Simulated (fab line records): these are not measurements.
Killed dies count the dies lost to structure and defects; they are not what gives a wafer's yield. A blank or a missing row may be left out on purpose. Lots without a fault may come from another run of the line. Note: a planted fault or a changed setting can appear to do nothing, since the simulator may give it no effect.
Split-lot study + flow sky130 + 5 lots, 23 wafers read, on a route of 708 steps

ABOUT THE SPLIT
At SKY_VT_ADJUST_NCORE_EXPOSE_04 (exposes mask LVTN COMPLEMENT THIN, target cd 380 nm), the setting doseMj was moved away from the recipe's 139 on 9 of the 23 wafers read, by -7.2% to +2.5%. This setting was run at the recipe's value on the other wafers.

FROM THE SPLIT TO THE READING: what the file shows between them, 2 steps
- SKY_VT_ADJUST_NCORE_PEB_05
- SKY_VT_ADJUST_NCORE_DEVELOP_06: develop time 60 s

THE READING
Shown in nm: cdNm at SKY_VT_ADJUST_NCORE_CD_MEAS_07, with target cd 380 nm. A value of 380.8 nm with a standard deviation of 2.7 nm is what fault-free wafers of this fab line usually give.

| wafer  | tool, chamber at the split | doseMj as run | against the recipe | cdNm, nm | against lot-mates on the recipe |
|--------|----------------------------|---------------|--------------------|----------|---------------------------------|
| L078.2 | ilineStepper-02, 0         | 139           | recipe             | 377.7    | -                               |
| L078.3 | ilineStepper-02, 0         | 139           | recipe             | 379.2    | -                               |
| L078.6 | ilineStepper-02, 0         | 139           | recipe             | 378.7    | -                               |
| L079.1 | ilineStepper-02, 0         | 139           | recipe             | 380.9    | -                               |
| L079.2 | ilineStepper-02, 0         | 139           | recipe             | 381.6    | -                               |
| L079.4 | ilineStepper-02, 0         | 139           | recipe             | 383.1    | -                               |
| L079.5 | ilineStepper-02, 0         | 139           | recipe             | 382.0    | -                               |
| L079.6 | ilineStepper-02, 0         | 139           | recipe             | 382.6    | -                               |
| L080.1 | ilineStepper-01, 0         | 142.5         | +2.5%              | 387.8    | +7.8                            |
| L080.2 | ilineStepper-01, 0         | 139           | recipe             | 378.3    | -                               |
| L080.4 | ilineStepper-01, 0         | 139           | recipe             | 381.6    | -                               |
| L080.5 | ilineStepper-01, 0         | 142.5         | +2.5%              | 388.2    | +8.2                            |
| L080.6 | ilineStepper-01, 0         | 142.5         | +2.5%              | 386.1    | +6.1                            |
| L081.1 | ilineStepper-02, 0         | 139           | recipe             | 382.2    | -                               |
| L081.2 | ilineStepper-02, 0         | 139           | recipe             | 381.6    | -                               |
| L081.3 | ilineStepper-02, 0         | 129           | -7.2%              | 359.1    | -22.8                           |
| L081.4 | ilineStepper-02, 0         | 129           | -7.2%              | 360.2    | -21.7                           |
| L081.5 | ilineStepper-02, 0         | 129           | -7.2%              | 361.9    | -20.0                           |
| L085.1 | ilineStepper-01, 0         | 139           | recipe             | 386.3    | -                               |
| L085.2 | ilineStepper-01, 0         | 131.9         | -5.1%              | 370.4    | -15.6                           |
| L085.3 | ilineStepper-01, 0         | 131.9         | -5.1%              | 370.6    | -15.4                           |
| L085.4 | ilineStepper-01, 0         | 139           | recipe             | 385.6    | -                               |
| L085.5 | ilineStepper-01, 0         | 131.9         | -5.1%              | 372.1    | -13.9                           |

THE FIT
A straight line over all 23 wafers: cdNm changes by +2.61 nm for each +1% of doseMj; r = +0.96; the points scatter about the line by 2.5 nm.
The same after taking each lot's own level away (the mean of its wafers on the recipe; 23 wafers): +2.96 nm for each +1%; r = +1.00; scatter 0.94 nm.
Per that fit: largest doseMj move, reading shift of 21 nm.
The lots' own levels span 378.53 to 385.95 nm, that is 2.7 times the standard deviation above.
In other words, the slope is changed by the lot-to-lot level; the two fits disagree.
Check: with one of the wafers moved furthest among these (-7.2%) left out of the fit, the line predicts -20.9 nm for it against its lot-mates. It came out at -22.8 nm against them.

FILE'S OWN FIT
cdNm changes by +2.96 nm for each +1% of doseMj, r = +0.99.
